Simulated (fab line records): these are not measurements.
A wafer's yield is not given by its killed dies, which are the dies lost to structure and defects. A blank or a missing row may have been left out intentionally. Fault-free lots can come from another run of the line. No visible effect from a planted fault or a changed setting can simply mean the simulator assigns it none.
Chamber matching || flow gf180mcu || 4 sister chambers for GF_V3_CMP_04 on cmp-01
The step polishes SiO2. 4 wafers are shown with their chamber, then 11 later ones without.

== WAFERS PAIRED WITH THEIR CHAMBERS ==
{"wafer": "L085.6", "chamber": 0, "motor-current-A (A)": 11.9}
{"wafer": "L086.1", "chamber": 3, "motor-current-A (A)": 11.9}
{"wafer": "L086.4", "chamber": 2, "motor-current-A (A)": 10.5}
{"wafer": "L090.2", "chamber": 1, "motor-current-A (A)": 12.3}

== WAFERS WITHOUT THEIR CHAMBER ==
{"wafer": "L090.4", "motor-current-A (A)": 12.0}
{"wafer": "L090.5", "motor-current-A (A)": 12.0}
{"wafer": "L093.1", "motor-current-A (A)": 11.7}
{"wafer": "L093.4", "motor-current-A (A)": 11.2}
{"wafer": "L093.5", "motor-current-A (A)": 11.7}
{"wafer": "L095.1", "motor-current-A (A)": 11.0}
{"wafer": "L095.3", "motor-current-A (A)": 11.7}
{"wafer": "L095.6", "motor-current-A (A)": 12.2}
{"wafer": "L097.1", "motor-current-A (A)": 12.1}
{"wafer": "L097.2", "motor-current-A (A)": 11.2}
{"wafer": "L097.4", "motor-current-A (A)": 11.6}

== THE CHAMBER EACH PASSED THROUGH ==
{"wafer": "L090.4", "from the rows above": "can't be placed: 0 or 3 or 1", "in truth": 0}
{"wafer": "L090.5", "from the rows above": "can't be placed: 0 or 3 or 1", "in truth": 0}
{"wafer": "L093.1", "from the rows above": "can't be placed: 0 or 3 or 1", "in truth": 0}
{"wafer": "L093.4", "from the rows above": "can't be placed: 2 or 0 or 3 or 1", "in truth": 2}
{"wafer": "L093.5", "from the rows above": "can't be placed: 0 or 3 or 1", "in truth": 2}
{"wafer": "L095.1", "from the rows above": "can't be placed: 2 or 0 or 3", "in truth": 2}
{"wafer": "L095.3", "from the rows above": "can't be placed: 0 or 3 or 1", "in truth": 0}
{"wafer": "L095.6", "from the rows above": "can't be placed: 1 or 0 or 3", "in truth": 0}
{"wafer": "L097.1", "from the rows above": "can't be placed: 0 or 3 or 1", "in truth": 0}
{"wafer": "L097.2", "from the rows above": "can't be placed: 2 or 0 or 3 or 1", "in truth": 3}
{"wafer": "L097.4", "from the rows above": "can't be placed: 0 or 3 or 1", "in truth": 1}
0 of 11 placed correctly. Unplaceable from these rows: 11, with the true chamber sitting among the candidates in 10. 0 placed wrongly.
How it was worked out, from the rows above alone: a wafer's distance from a chamber is the root of the sum, over the readings, of the square of ((its reading less the chamber's mean) divided by the reading's scatter). The wafer belongs to the nearest chamber; if the next one is less than 2 further off, it can't be placed. The mean given for a chamber averages the wafers shown for that chamber. The scatter (one wafer shown for each chamber): square how far every hidden wafer sits from the nearest shown wafer, average those squares and take the square root.
